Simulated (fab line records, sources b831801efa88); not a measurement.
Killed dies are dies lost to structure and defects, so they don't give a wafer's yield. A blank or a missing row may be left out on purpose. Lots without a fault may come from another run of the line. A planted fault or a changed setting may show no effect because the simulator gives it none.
A struck lot beside a sound one | flow sky130 | 35 steps out of a route of 708
Sound: wafers L180.3, L180.4, L180.5. Struck: wafers L178.3, L178.4, L178.5. The cause comes at the end.
At each step with rows: each side's tool, then ch and its chambers, then its first start. Under that, the readings that differ: sound wafers | struck wafers | difference of the means | sigmas: that difference in standard deviations of wafers without a fault.
alike: readings whose means differ by less than 2 such deviations, and words and numbers that are the same on both sides. not compared: withheld readings, readings that some wafer has no value for, bounds like >300 that may hide the same value, and numbers for which the record gives no deviation and whose values overlap.
The two part at a step that has a row with sigmas, a row that says differs or no value, or rows on one side only. Numbers that don't overlap but have no deviation are shown without sigmas and don't part them. A reading that every wafer of one side lacks parts them only if that side has two wafers or more.

first, 10 steps without rows for these wafers: SKY_CONTACT_COAT_09 (resist thk 450 nm); SKY_CONTACT_SOFTBAKE_10 (time 90 s); SKY_CONTACT_EXPOSE_11 (exposes mask CTM1, target cd 170 nm); SKY_CONTACT_PEB_12; SKY_CONTACT_DEVELOP_13 (develop time 60 s); SKY_CONTACT_ETCH_16 (etches BARC in N2/H2, stops on SiO2, time 45.9 s, target depth 60 nm); SKY_CONTACT_ETCH_17 (etches SiO2 in C4F8/O2/Ar, stops on Si3N4, target depth 340 nm); SKY_CONTACT_ETCH_18 (etches Si3N4 in CHF3/O2, stops on TiN, time 39 s, target depth 75 nm); SKY_CONTACT_STRIP_19 (strips in O2/N2); SKY_CONTACT_STRIP_20 (strips in post etch residue remover, time 1200 s).
SKY_CONTACT_CLEAN_21: cleans in IPA, time 180 s.
  sound on wet_bench-02 ch 2, day 37 05:12; struck on wet_bench-04 ch 2, day 36 21:11
then, 23 steps without rows for these wafers: SKY_CONTACT_CLEAN_22 (cleans in O3/DIW); SKY_CONTACT_SPUTTER_23 (material TiN, target thk 20 nm, time 80 s); SKY_CONTACT_CVD_24 (deposits W, target thk 340 nm, time 102.12 s); SKY_CONTACT_CMP_27 (polishes, stops on SiO2, t overpolish 15 s, target thk 0 nm); SKY_METAL1_SPUTTER_00 (material Ti, target thk 15 nm, time 10 s); SKY_METAL1_SPUTTER_01 (material TiN, target thk 20 nm, time 16.7 s); SKY_METAL1_SPUTTER_02 (material AlCu, target thk 250 nm, time 13.3 s); SKY_METAL1_SPUTTER_03 (material Ti, target thk 5 nm, time 3.3 s); SKY_METAL1_SPUTTER_04 (material TiN, target thk 70 nm, time 58.3 s); SKY_METAL1_DEHYDRATE_07 (time 60 s); SKY_METAL1_HMDS_08 (prime time 60 s); SKY_METAL1_COAT_09 (resist thk 60 nm); SKY_METAL1_COAT_10 (resist thk 450 nm); SKY_METAL1_SOFTBAKE_11 (time 90 s); SKY_METAL1_EXPOSE_12 (exposes mask MM1, target cd 140 nm); SKY_METAL1_PEB_13; SKY_METAL1_DEVELOP_14 (develop time 60 s); SKY_METAL1_DESCUM_17 (chemistry O2, time 8 s); SKY_METAL1_ETCH_18 (etches BARC in N2/H2, stops on SiO2, time 45.9 s, target depth 60 nm); SKY_METAL1_METAL_ETCH_19 (etches the open film in Cl2/BCl3, stops on SiO2, target depth 360 nm, time 78 s); SKY_METAL1_STRIP_20 (strips in O2/N2); SKY_METAL1_STRIP_21 (strips in post etch residue remover, time 1200 s); SKY_METAL1_CLEAN_22 (cleans in IPA, time 180 s).
-- the record jumps here: 13 days lie between the struck wafers' starts before and after (it left off in module METAL1 and takes up again in module PAD_OPEN, whose first step shown is number 708 of the route) --
SKY_PAD_OPEN_PROBE_99:
  sound on prober-02, day 49 22:53; struck on prober-02, day 49 16:05
  reading            | sound    | struck     | difference | sigmas
  killed_at_contacts | 24 24 28 | 51 58 52   | +28        | +6
  killed_dies        | 88 76 87 | 90 121 114 | +25        | +3
  killed_on_rim      | 18 23 14 | 23 32 30   | +10        | +3
  alike: killed_at_M0_to_M3, killed_at_M4_up, killed_at_front_end, killed_at_other, killed_open, killed_short

WHERE THEY PART
Only at SKY_PAD_OPEN_PROBE_99, within this record.

WHY: what the simulator had put in
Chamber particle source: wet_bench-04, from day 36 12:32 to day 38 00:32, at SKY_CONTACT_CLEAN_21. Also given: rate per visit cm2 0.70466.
